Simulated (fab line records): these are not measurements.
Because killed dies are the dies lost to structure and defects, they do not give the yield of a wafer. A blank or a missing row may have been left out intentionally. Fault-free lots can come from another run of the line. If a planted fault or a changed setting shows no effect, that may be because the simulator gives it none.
Comparing a struck lot with a sound one :: flow sky130 :: 20 steps out of a route of 708
Sound: these wafers, L436.1, L436.2, L436.3. Struck: wafer L443.5 (left out: L443.2, a lot-mate that was not struck); the cause follows at the end.
At each step with rows: each side's tool, then ch and its chambers, then its first start. Under that, the readings that differ: sound wafers :: struck wafers :: difference of the means :: sigmas: that difference in standard deviations of wafers without a fault.
alike: readings with means less than 2 such deviations apart, plus words and numbers identical on both sides. not compared: withheld readings, readings lacking a value on some wafer, bounds such as >300 that could conceal the same value, and numbers that have no deviation in the record and whose values overlap.
A row with sigmas, a row that says differs or no value, or rows on one side alone: a step with any of these is where the two part. Non-overlapping numbers with no deviation appear without sigmas and do not part them. A reading that every wafer of one side lacks parts them only if that side has two wafers or more.

first, 1 step without rows for these wafers: SKY_LDD_LDN_IMPLANT_11.
SKY_LDD_LDN_STRIP_12: strips in O2/N2.
  sound on plasma_asher-02 ch 0,1, day 23 13:04; struck on plasma_asher-03 ch 1, day 26 17:46
  alike: drypump_motor_current_A, oes_product_au, strip_time_to_endpoint_s
  not compared: rf_hours_counter_h
SKY_LDD_LDN_TW_MEAS_13:
  struck on film_metro-03, day 26 17:52; sound on film_metro-03, day 23 13:10
  alike: LDD_LDN_TW
then, 2 steps without rows for these wafers: SKY_LDD_LDN_CLEAN_14 (cleans in SC1/SC2, time 150 s); SKY_SPACER_CVD_00 (deposits Si3N4 from DCS/NH3, target thk 43.1 nm, time 740 s).
SKY_SPACER_THK_MEAS_01:
  struck on film_metro-01, day 26 19:11; sound on film_metro-02, day 23 15:05
reading: SPACER_CVD_00_THK (nm)
sound: 44.0 43.9 43.7
struck: 42.3
difference: -1.6
sigmas: -3
SKY_SPACER_ETCHBACK_02: etches Si3N4 in CH3F/O2, stops on SiO2, time 46.7 s, target depth 45 nm.
  sound on rie_diel-03 ch 1,2,3, day 23 15:08; struck on rie_diel-03 ch 0, day 26 19:14
reading: oes_product_au (a.u.)
sound: 0.861 0.863 0.859
struck: 0.845
difference: -0.016
sigmas: -2
  alike: drypump_motor_current_A, throttle_valve_pct
  not compared: rf_hours_counter_h
then, 5 steps without rows for these wafers: SKY_POLY_CUT_DEHYDRATE_00 (time 60 s); SKY_POLY_CUT_HMDS_01 (prime time 60 s); SKY_POLY_CUT_COAT_02 (resist thk 60 nm); SKY_POLY_CUT_COAT_03 (resist thk 450 nm); SKY_POLY_CUT_SOFTBAKE_04 (time 90 s).
SKY_POLY_CUT_EXPOSE_05: exposes mask NPCM, target cd 270 nm.
  sound on krf_scanner-02 ch 0, day 24 06:34; struck on krf_scanner-02 ch 0, day 27 09:22
  alike: mask
then, 2 steps without rows for these wafers: SKY_POLY_CUT_PEB_06; SKY_POLY_CUT_DEVELOP_07 (develop time 60 s).
SKY_POLY_CUT_CD_MEAS_08: target cd 270 nm.
  struck on cd_sem-01, day 28 00:00; sound on cd_sem-01, day 24 21:44
reading: cd_nm (nm)
sound: 267.0 269.6 270.3
struck: 262.2
difference: -6.8
sigmas: -6
SKY_POLY_CUT_OVL_MEAS_09:
  struck on overlay-02, day 28 00:07; sound on overlay-02, day 24 21:52
reading: POLY_CUT_OVL (nm)
sound: 3 -2 7
struck: -10
difference: -13
sigmas: -3
SKY_POLY_CUT_ETCH_10: etches BARC in N2/H2, stops on SiO2, time 45.9 s, target depth 60 nm.
  sound on rie_diel-04 ch 0,1,3, day 24 21:53; struck on rie_diel-02 ch 2, day 28 00:08
reading: model.POLY_CUT.cd_nm (nm)
sound: 266.9 269.1 270.8
struck: 262.1
difference: -6.8
sigmas: 
  alike: drypump_motor_current_A, oes_product_au, throttle_valve_pct
  not compared: rf_hours_counter_h
SKY_POLY_CUT_ETCH_11: etches Si3N4 in CF4/CH2F2/Ar, stops on poly-Si, time 42.5 s, target depth 60 nm.
  sound on rie_diel-04 ch 0,1,3, day 24 21:56; struck on rie_diel-02 ch 2, day 28 00:11
reading: model.POLY_CUT.cd_nm (nm)
sound: 266.9 269.1 270.9
struck: 262.2
difference: -6.8
sigmas: 
  alike: cf4_flow_sccm, drypump_motor_current_A, oes_product_au, throttle_valve_pct
  not compared: rf_hours_counter_h
SKY_POLY_CUT_STRIP_12: strips in O2/N2.
  sound on plasma_asher-02 ch 0,1, day 24 21:59; struck on plasma_asher-02 ch 0, day 28 00:13
  alike: drypump_motor_current_A, oes_product_au, strip_time_to_endpoint_s
  not compared: rf_hours_counter_h

== WHERE THEY PART ==
At SKY_SPACER_THK_MEAS_01 first; at SKY_POLY_CUT_OVL_MEAS_09 last (within this record only). Later steps at which nothing parts them and some readings are alike: SKY_POLY_CUT_ETCH_10, SKY_POLY_CUT_ETCH_11, SKY_POLY_CUT_STRIP_12.

WHY: whatever the simulator had introduced
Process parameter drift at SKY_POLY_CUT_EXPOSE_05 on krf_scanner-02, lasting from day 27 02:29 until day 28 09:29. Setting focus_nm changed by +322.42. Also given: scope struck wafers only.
